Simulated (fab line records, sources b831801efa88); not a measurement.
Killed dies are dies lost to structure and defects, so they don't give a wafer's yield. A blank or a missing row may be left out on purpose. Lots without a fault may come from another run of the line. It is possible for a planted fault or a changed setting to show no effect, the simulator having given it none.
8D (eight disciplines) problem report, filled in by code -- flow gf180mcu -- the parts of the form that need people (team, actions taken, sign-off) are left out

== 1. WHAT WENT WRONG ==
rf-fwd-power-W at GF_SAB_ETCH_11 reads a mean of 1703 W on 1 wafer of 1 lot; wafers without a fault read 1473 W with a standard deviation of 9.5. Measured from the usual mean, that is +24 standard deviations.
The step: etches SiO2 in C4F8/O2/Ar, target depth 55 nm, time 8.5 s.
The first sign was on wafer L186.2 at day 18 14:13, on rie-diel-03. Wafers with a number at this step in the record: 36, from 12 lots. Rule for "out" (also "out of limits"): further than 4 standard deviations from the usual mean. Any other wafer with a number is counted as sound.

== 2. WHAT IT IS; WHAT IT IS NOT ==
question,is,is not
which readings at this step,rf-fwd-power-W,-
which lots,L186,"L177, L178, L179, L190, L194, L195, L196, L197, L198, L199, L200"
which wafers of those lots,L186.2,"L186.3, L186.5"
read on which tools,rie-diel-03,"rie-diel-01, rie-diel-04"
when,from day 18 14:13,"up to then (11 sound wafers); but 24 sound wafers of L190, L194, L195, L196, L197, L198, L199, L200 came after"

== 3. WHAT RULES OUT EACH SUSPECT ==
Counting: a tool at a process step up to the reading stays a suspect if it ran every lot that is out. Sound lots after the first of them don't rule it out here, since some wafers of a struck lot are sound.
- rie-diel-03 at GF_SAB_ETCH_11 (etches SiO2 in C4F8/O2/Ar, target depth 55 nm, time 8.5 s): kept. The lot that is out, L186, ran on it at day 18 14:13; the last sound lot it ran before that was L179, at day 16 02:25. Its own readings are out on those wafers: rf-fwd-power-W.
- Within rie-diel-03 at GF_SAB_ETCH_11, the wafers that are out were processed in chamber 2 and their sound lot-mates in chamber 0.
Remaining after the count: rie-diel-03 at GF_SAB_ETCH_11.

== 4. THE CAUSE (what the simulator had put in) ==
rie-diel-03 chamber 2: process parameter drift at GF_SAB_ETCH_11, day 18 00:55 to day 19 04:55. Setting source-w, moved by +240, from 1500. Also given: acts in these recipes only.
This tool alone remained once counting was done.

== 5. THE CHAIN OF EFFECTS, in route order ==
One row per reading whose mean, taken over the struck wafers that have a number, lies over 3 standard deviations from the usual. Scope: only readings with a usual standard deviation given in the record; hours: median across lots of the time from each lot's start at the first step in this table that gives one to its start at this step; sigmas: change in usual standard deviations.
hours,step,reading,usual,on struck wafers,change,sigmas
0,GF_SAB_ETCH_11,oes-product-au,1.000 a.u.,1.045,+0.045,+3.7
0,GF_SAB_ETCH_11,rf-fwd-power-W,1473 W,1703,+230,+24
Here are the process steps it includes:
- GF_SAB_ETCH_11: etches SiO2 in C4F8/O2/Ar, target depth 55 nm, time 8.5 s.
Later steps that measure or inspect, where all struck wafers having a row at the step show a number for every such reading and not one has moved that far: GF_SALICIDE_RS_MEAS_04.

== 6. WHAT WOULD HAVE CAUGHT IT SOONER ==
In this record the first reading out of limits was taken at day 18 14:13, 13 hours after the fault began at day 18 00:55.
